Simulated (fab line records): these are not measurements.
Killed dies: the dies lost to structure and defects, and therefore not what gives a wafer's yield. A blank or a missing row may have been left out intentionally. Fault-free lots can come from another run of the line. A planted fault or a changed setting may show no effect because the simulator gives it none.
Comparing a struck lot with a sound one + flow sky130 + 24 steps out of a route of 708
Sound: these wafers, L375.2, L375.3, L375.5. Struck: wafer L381.2. (L381.5 of the same lot was not struck and is left out.) The cause comes at the end.
Order at every step that has rows: each side's tool, ch and its chambers, its first start. Under that, the readings that differ: sound wafers + struck wafers + difference of the means + sigmas: that difference in standard deviations of wafers without a fault.
alike: words and numbers the same on both sides, and readings whose means are apart by under 2 such deviations; not compared: readings that were withheld, readings missing a value for some wafer, numbers with overlapping values and no deviation given by the record, and bounds like >300 which may hide the same value.
Wherever a step has rows on one side only, a row that says differs or no value, or a row with sigmas, the two part there. Numbers that have no deviation but don't overlap get no sigmas and don't part them. A reading that every wafer of one side lacks parts them only if that side has two wafers or more.

SKY_VIA1_BOW_MEAS_03:
  sound: film metro-02 at day 34 16:42; struck: film metro-02 at day 36 23:38
  alike: VIA1_BOW
then, 8 steps without rows for these wafers: SKY_VIA1_DEHYDRATE_04 (time 60 s); SKY_VIA1_HMDS_05 (prime time 60 s); SKY_VIA1_COAT_06 (resist thk 60 nm); SKY_VIA1_COAT_07 (resist thk 450 nm); SKY_VIA1_SOFTBAKE_08 (time 90 s); SKY_VIA1_EXPOSE_09 (exposes mask VIM, target cd 150 nm); SKY_VIA1_PEB_10; SKY_VIA1_DEVELOP_11 (develop time 60 s).
SKY_VIA1_CD_MEAS_12 targets a cd of 150 nm.
  sound: cd sem-01 at day 35 18:42; struck: cd sem-01 at day 38 01:56
  alike: cd nm
SKY_VIA1_OVL_MEAS_13:
  sound: overlay-02 at day 35 18:48; struck: overlay-01 at day 38 02:03
  alike: VIA1_OVL
SKY_VIA1_ETCH_14: etches BARC in N2/H2, stops on SiO2, time 45.9 s, target depth 60 nm.
  sound on rie diel-01 ch 0,3, day 35 18:50; struck on rie diel-04 ch 3, day 38 02:05
  alike: drypump motor current A, h2 flow sccm, oes product au, throttle valve pct
  not compared: rf hours counter h
SKY_VIA1_ETCH_15: etches SiO2 in C4F8/O2/Ar, stops on TiN, target depth 351 nm, time 54 s.
  sound on rie diel-01 ch 0,3, day 35 18:53; struck on rie diel-04 ch 3, day 38 02:07
| reading                                     | sound             | struck | difference | sigmas |
|---------------------------------------------|-------------------|--------|------------|--------|
| oes product au (a.u.)                       | 0.983 0.972 0.963 | 0.901  | -0.072     | -10    |
| model.VIA1.feature depth nm (nm)            | 342.6 340.2 338.3 | 291.1  | -49.3      |        |
| model.etch.depth nm (nm)                    | 342.6 340.2 338.3 | 291.1  | -49.3      |        |
| model.KrF-thick_of_VIA1_COAT_07.thk nm (nm) | 322.5 323.8 323.9 | 332.5  | +9.1       |        |
  not compared: rf hours counter h
SKY_VIA1_STRIP_16: strips in O2/N2.
  sound on plasma asher-02 ch 1, day 35 18:55; struck on plasma asher-03 ch 0, day 38 02:10
| reading                      | sound          | struck | difference | sigmas |
|------------------------------|----------------|--------|------------|--------|
| strip time to endpoint s (s) | 4.46 4.48 4.47 | 4.57   | +0.10      | +3     |
  alike: drypump motor current A, o2 flow sccm, oes product au
  not compared: rf hours counter h
then, 3 steps without rows for these wafers: SKY_VIA1_STRIP_17 (strips in post etch residue remover, time 1200 s); SKY_VIA1_CLEAN_18 (cleans in IPA, time 180 s); SKY_VIA1_CLEAN_19 (cleans in O3/DIW).
SKY_VIA1_SPUTTER_20: material TiN, target thk 20 nm, time 80 s.
  sound: pvd sputter-02 at day 35 19:31; struck: pvd sputter-03 at day 38 02:48
  alike: throttle valve pct
SKY_VIA1_CVD_21: deposits W, target thk 270 nm, time 80.902 s.
  sound on cvd w-02 ch 0,1, day 35 19:35; struck on cvd w-01 ch 0, day 38 02:52
  alike: heater power outer w, heater power w
  not compared: since wet clean h
SKY_VIA1_CMP_24: polishes, stops on SiO2, t overpolish 15 s, target thk 0 nm.
  sound on cmp-01 ch 0,3, day 35 19:51; struck on cmp-01 ch 0, day 38 03:17
  alike: motor current A, overpolish run s, slurry flow ml min, time to endpoint s
SKY_METAL2_SPUTTER_00: material Ti, target thk 15 nm, time 10 s.
  sound wafers here have rows in the record (pvd sputter-01, day 35 20:09); struck ones have none
SKY_METAL2_SPUTTER_01: material TiN, target thk 20 nm, time 16.7 s.
  sound wafers here have rows in the record (pvd sputter-01, day 35 20:10); struck ones have none
SKY_METAL2_SPUTTER_02: material AlCu, target thk 250 nm, time 13.3 s.
  sound wafers here have rows in the record (pvd sputter-01, day 35 20:12); struck ones have none
-- the record jumps here: 11 days lie between the struck wafers' starts before and after (it left off in module METAL2 and takes up again in module PAD_OPEN, whose first step shown is number 708 of the route) --
SKY_PAD_OPEN_PROBE_99:
  sound: prober-01 at day 47 06:17; struck: prober-01 at day 48 23:55
| reading                                 | sound | struck                   | difference                   | sigmas |
|-----------------------------------------|-------|--------------------------|------------------------------|--------|
| hold                                    | - - - | await dispo/1.2h/release | no value on the sound wafers |        |
| model.etest.res high po.open            | 0 0 0 | 1                        | +1                           |        |
| model.etest.nfet_05v0_nvt.under floor   | 0 0 0 | 1                        | +1                           |        |
| model.etest.res iso pwell.open          | 0 0 0 | 1                        | +1                           |        |
| model.etest.iso nwell nwell.under floor | 0 0 0 | 1                        | +1                           |        |
| model.etest.pfet_01v8.open              | 0 0 0 | 1                        | +1                           |        |
| model.etest.met1 comb.under floor       | 0 0 0 | 1                        | +1                           |        |
| model.etest.res xhigh po.open           | 0 0 0 | 1                        | +1                           |        |
| model.etest.nfet g5v0d10v5.under floor  | 0 0 0 | 1                        | +1                           |        |

## WHERE THEY PART
At SKY_VIA1_ETCH_15 first; at SKY_PAD_OPEN_PROBE_99 last (within this record only).

WHY: whatever the simulator had introduced
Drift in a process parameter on rie diel-04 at SKY_VIA1_ETCH_15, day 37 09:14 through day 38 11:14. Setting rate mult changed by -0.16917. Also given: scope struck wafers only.
